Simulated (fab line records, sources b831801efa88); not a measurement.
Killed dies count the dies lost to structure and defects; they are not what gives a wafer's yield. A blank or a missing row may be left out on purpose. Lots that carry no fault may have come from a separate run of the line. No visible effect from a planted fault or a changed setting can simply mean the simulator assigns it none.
Code-filled problem report in 8D (eight disciplines) form -- flow sky130 -- the parts of the form that need people (team, actions taken, sign-off) are left out

1. WHAT WENT WRONG
CAP2M_TIN_RS at SKY_CAP2M_RS_MEAS_03 reads a mean of 7.49 ohm/sq on 1 wafer of 1 lot; wafers without a fault read 6.92 ohm/sq with a standard deviation of 0.088. Relative to the usual mean, that is a shift of +6.5 standard deviations.
The step: measures by four-point-probe.
First observed at day 45 21:16: wafer L563.2, on film_metro-02. At this step, 27 wafers from 9 lots have a number in the record. The rule behind "out" and "out of limits": a value lying over 4 standard deviations away from the usual mean. The other wafers with a number count as sound.

2. WHAT THIS IS AND IS NOT
question,is,is not
which readings at this step,CAP2M_TIN_RS,-
which lots,L563,"L544, L546, L547, L548, L552, L555, L556, L557"
which wafers of those lots,L563.2,"L563.3, L563.4"
read on which gauges,film_metro-02,"film_metro-03, film_metro-04"
when,from day 45 21:16,up to then (26 sound wafers)

3. THE SUSPECTS, EACH WITH WHAT RULES IT OUT
Counting: if a tool at a process step up to the reading ran every lot that is out, it stays a suspect. Sound lots after the first of them don't rule it out here, since some wafers of a struck lot are sound.
- the gauge at SKY_CAP2M_RS_MEAS_03 is ruled out. All the wafers that are out were read on film_metro-02, but those of them that SKY_CAP2M_METAL_ETCH_13 has rows for are out there too, on other tools.
- rie_metal-01 at SKY_METAL3_ETCH_16 (etches BARC in N2/H2, stops on SiO2, time 88.2 s, target depth 60 nm): kept. It ran the lot that is out, L563 (day 44 19:52); its last sound lot up to then is L555 (day 42 07:48).
- pvd_sputter-03 at SKY_CAP2M_SPUTTER_02 (material TiN, target thk 200 nm, time 166.7 s): kept. It ran the lot that is out, L563 (day 45 21:08); its last sound lot up to then is L555 (day 43 10:10).
The count leaves pvd_sputter-03 at SKY_CAP2M_SPUTTER_02 and rie_metal-01 at SKY_METAL3_ETCH_16.

4. THE CAUSE (what the simulator had put in)
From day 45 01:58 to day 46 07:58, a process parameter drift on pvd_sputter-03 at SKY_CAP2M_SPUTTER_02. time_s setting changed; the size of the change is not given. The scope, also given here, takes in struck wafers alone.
Counting left 2 suspects, and this tool is among them.

5. THE CHAIN OF EFFECTS, in route order
Rows list readings where the struck wafers' mean (over those with a number) sits beyond 3 standard deviations from the usual. Readings are gone through only where the record gives a usual standard deviation; hours: the median, over the lots, of the time from a lot's start at the first step in this table giving one to that lot's start at this step; sigmas: the change measured in usual standard deviations.
hours,step,reading,usual,on struck wafers,change,sigmas
0,SKY_CAP2M_RS_MEAS_03,CAP2M_TIN_RS,6.92 ohm/sq,7.49,+0.57,+6.5
0,SKY_CAP2M_THK_MEAS_04,CAP2M_TIN_THK,196.9 nm,180.6,-16.3,-7.1
20,SKY_CAP2M_METAL_ETCH_13,oes_product_au,0.940 a.u.,0.898,-0.042,-5.1
Here are the process steps it includes:
- SKY_CAP2M_METAL_ETCH_13: etches TiN in Cl2/BCl3, stops on SiO2, target depth 220 nm, time 62.9 s.
Later steps that measure or inspect, where all struck wafers having a row at the step show a number for every such reading and not one has moved that far: SKY_METAL4_CD_MEAS_13.

6. HOW IT WOULD HAVE BEEN CAUGHT EARLIER
In this record the first reading out of limits at a measuring or inspecting step was taken at day 45 21:16, 19 hours after the fault began at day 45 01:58.
Tool readings at SKY_CAP2M_SPUTTER_02 with a usual standard deviation given in the record: none out on any struck wafer, hence no alarm at a limit of 4 standard deviations on them.
Each of the lots that are out, 1 in all, had begun SKY_CAP2M_SPUTTER_02 on pvd_sputter-03 no later than day 45 21:16. None of them would have been spared by holding the tool at that moment.
